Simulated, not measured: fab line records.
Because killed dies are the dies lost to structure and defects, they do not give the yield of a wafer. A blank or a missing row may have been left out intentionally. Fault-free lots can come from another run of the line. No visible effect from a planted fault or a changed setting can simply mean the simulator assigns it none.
A lot that was struck, set against a sound lot | flow gf180mcu | 14 steps out of a route of 602
Sound: these wafers, L885.3, L885.4, L885.5. The struck wafers were L893.1, L893.3, L893.4. At the end, the cause is stated.
Order at every step that has rows: each side's tool, ch and its chambers, its first start. Under that, the readings that differ: sound wafers | struck wafers | difference of the means | sigmas: that difference in standard deviations of wafers without a fault.
alike: a reading whose means differ by less than 2 such deviations, as well as words and numbers matching on both sides. not compared: withheld readings; readings where some wafer has no value; bounds like >300 that might hide an equal value; numbers whose values overlap and for which the record gives no deviation.
A row with sigmas, a row that says differs or no value, or rows on one side alone: a step with any of these is where the two part. Numbers that have no deviation but don't overlap get no sigmas and don't part them. A reading missing from all wafers of one side parts the sides only when that side holds two or more wafers.

first, 4 steps without rows for these wafers: GF_V3_SOFTBAKE_10 (time 60 s); GF_V3_EXPOSE_11 (exposes mask Via3, target cd 260 nm); GF_V3_PEB_12 (peb time 90 s); GF_V3_DEVELOP_13 (develop time 60 s).
GF_V3_CD_MEAS_14: target cd 260 nm.
  sound on cdSem-01 at day 22 06:15; struck on cdSem-02 at day 25 14:41
reading   | sound             | struck            | difference | sigmas
cdNm (nm) | 259.2 259.6 259.2 | 262.5 262.7 261.4 | +2.9       | +2
GF_V3_OVL_MEAS_15:
  sound on overlay-02 at day 22 06:20; struck on overlay-01 at day 25 14:48
reading     | sound      | struck | difference | sigmas
V3_OVL (nm) | -13 -9 -10 | 4 -1 7 | +14        | +2
GF_V3_ETCH_16: etches BARC in N2/H2.
  sound on rieDiel-02 ch 1,2,3, day 22 06:22; struck on rieDiel-04 ch 0,3, day 25 14:50
  alike: chamberPressureMTorr, drypumpMotorCurrentA, oesProductAu, throttleValvePct
GF_V3_ETCH_17: etches SiO2 in C4F8/O2/Ar, stops on TiN, target depth 635 nm.
  sound on rieDiel-02 ch 1,2,3; struck on rieDiel-04 ch 0,3
  alike: chamberPressureMTorr, oesProductAu
GF_V3_STRIP_18: strips in O2/N2.
  sound on plasmaAsher-01 ch 0,1, day 22 06:32; struck on plasmaAsher-02 ch 0,1, day 25 14:58
  alike: chamberPressureMTorr, drypumpMotorCurrentA, heaterPowerW, oesProductAu, platenTempC
  not compared: rfHoursCounterH
then, 2 steps without rows for these wafers: GF_V3_STRIP_19 (strips in post etch residue remover, time 1200 s); GF_V3_CLEAN_20 (cleans in DIW).
GF_V3_SPUTTER_21: material Ti, target thk 15 nm, time 80.02 s.
  sound on pvdSputter-03 at day 22 07:02; struck on pvdSputter-03 at day 25 15:30
  alike: cathodeDcPowerW, chamberPressurePa, throttleValvePct
GF_V3_SPUTTER_22: material TiN, target thk 10 nm, time 40 s.
  sound on pvdSputter-03 at day 22 07:05; struck on pvdSputter-03 at day 25 15:34
  no value came back on the struck wafers for cathodeDcPowerW (W), chamberPressurePa (Pa), throttleValvePct (%); on the sound wafers cathodeDcPowerW (W) reads 3999.5 3999.9 4000.4
GF_V3_CVD_23: deposits W, target thk 350 nm, time 104.9 s.
  sound on cvdW-02 ch 0,1, day 22 07:10; struck on cvdW-01 ch 0,1, day 25 15:36
  alike: heaterPowerW

== WHERE THEY PART ==
First at GF_V3_CD_MEAS_14; last, within this record, at GF_V3_SPUTTER_22. Later steps at which nothing parts them and some readings are alike: GF_V3_CVD_23.

WHY: whatever the simulator had introduced
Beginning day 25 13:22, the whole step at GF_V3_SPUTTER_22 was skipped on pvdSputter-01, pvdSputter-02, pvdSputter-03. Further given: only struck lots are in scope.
